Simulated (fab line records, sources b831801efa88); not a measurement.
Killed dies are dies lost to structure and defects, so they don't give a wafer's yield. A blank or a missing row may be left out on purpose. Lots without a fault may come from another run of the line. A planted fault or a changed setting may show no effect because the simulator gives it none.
Chamber matching | flow sky130 | SKY_VIA2_ETCH_14 on rie_diel-04: 4 sister chambers
The step etches BARC in N2/H2, stops on SiO2, time 45.9 s, target depth 60 nm. 14 wafers are shown with their chamber, then 7 later ones without.

WAFERS WITH THEIR CHAMBER
wafer  | chamber | rf_fwd_power_W (W) | oes_product_au (a.u.) | chamber_pressure_mTorr (mTorr)
L122.2 | 0       | 493.4              | 0.857                 | 29.977
L122.3 | 3       | 493.6              | 0.854                 | 30.052
L122.4 | 2       | 495.2              | 0.852                 | 30.027
L124.1 | 1       | 495.3              | 0.860                 | 29.991
L124.2 | 2       | 491.7              | 0.856                 | 30.011
L124.6 | 1       | 494.8              | 0.855                 | 30.007
L127.1 | 2       | 493.4              | 0.852                 | 29.971
L127.4 | 3       | 496.4              | 0.856                 | 30.004
L127.6 | 1       | 494.8              | 0.842                 | 30.055
L128.1 | 1       | 495.3              | 0.849                 | 29.957
L128.2 | 3       | 494.4              | 0.855                 | 29.987
L128.5 | 1       | 496.4              | 0.852                 | 30.000
L129.4 | 1       | 494.8              | 0.853                 | 30.015
L129.5 | 2       | 493.9              | 0.847                 | 29.953

SIGNATURES (means of the wafers above)
reading                | chamber 0 | chamber 1 | chamber 2 | chamber 3 | scatter within a chamber
rf_fwd_power_W         | 493.400   | 495.233   | 493.550   | 494.800   | 1.11
oes_product_au         | 0.85700   | 0.85183   | 0.85175   | 0.85500   | 0.00475
chamber_pressure_mTorr | 29.97700  | 30.00417  | 29.99050  | 30.01433  | 0.0331
Rule: a wafer's distance from a chamber is the root of the sum, over the readings, of the square of ((its reading less the chamber's mean) divided by the reading's scatter). The wafer belongs to the nearest chamber; if the next one is less than 2 further off, it can't be placed. The scatter: the root of (the sum of the squares of (reading less its chamber's mean) over the shown wafers, divided by (wafers less chambers)).

WAFERS WITHOUT THEIR CHAMBER
wafer  | rf_fwd_power_W (W) | oes_product_au (a.u.) | chamber_pressure_mTorr (mTorr)
L129.6 | 493.3              | 0.855                 | 30.010
L130.2 | 492.7              | 0.853                 | 29.978
L130.3 | 495.3              | 0.853                 | 29.989
L130.6 | 491.6              | 0.852                 | 29.996
L138.2 | 495.4              | 0.858                 | 30.010
L138.4 | 495.7              | 0.862                 | 30.005
L138.6 | 497.3              | 0.852                 | 30.045

WHICH CHAMBER EACH WENT THROUGH
wafer  | from the rows above               | in truth
L129.6 | can't be placed: 2 or 0 or 3 or 1 | 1
L130.2 | can't be placed: 2 or 0 or 3 or 1 | 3
L130.3 | can't be placed: 1 or 3 or 2 or 0 | 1
L130.6 | can't be placed: 2 or 0 or 3 or 1 | 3
L138.2 | can't be placed: 3 or 1 or 0 or 2 | 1
L138.4 | can't be placed: 3 or 1 or 0 or 2 | 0
L138.6 | can't be placed: 1 or 3 or 2 or 0 | 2
Placed correctly: 0 of 7. Can't be placed from these rows: 7 (the true chamber is among the candidates in 7). Placed wrongly: 0.
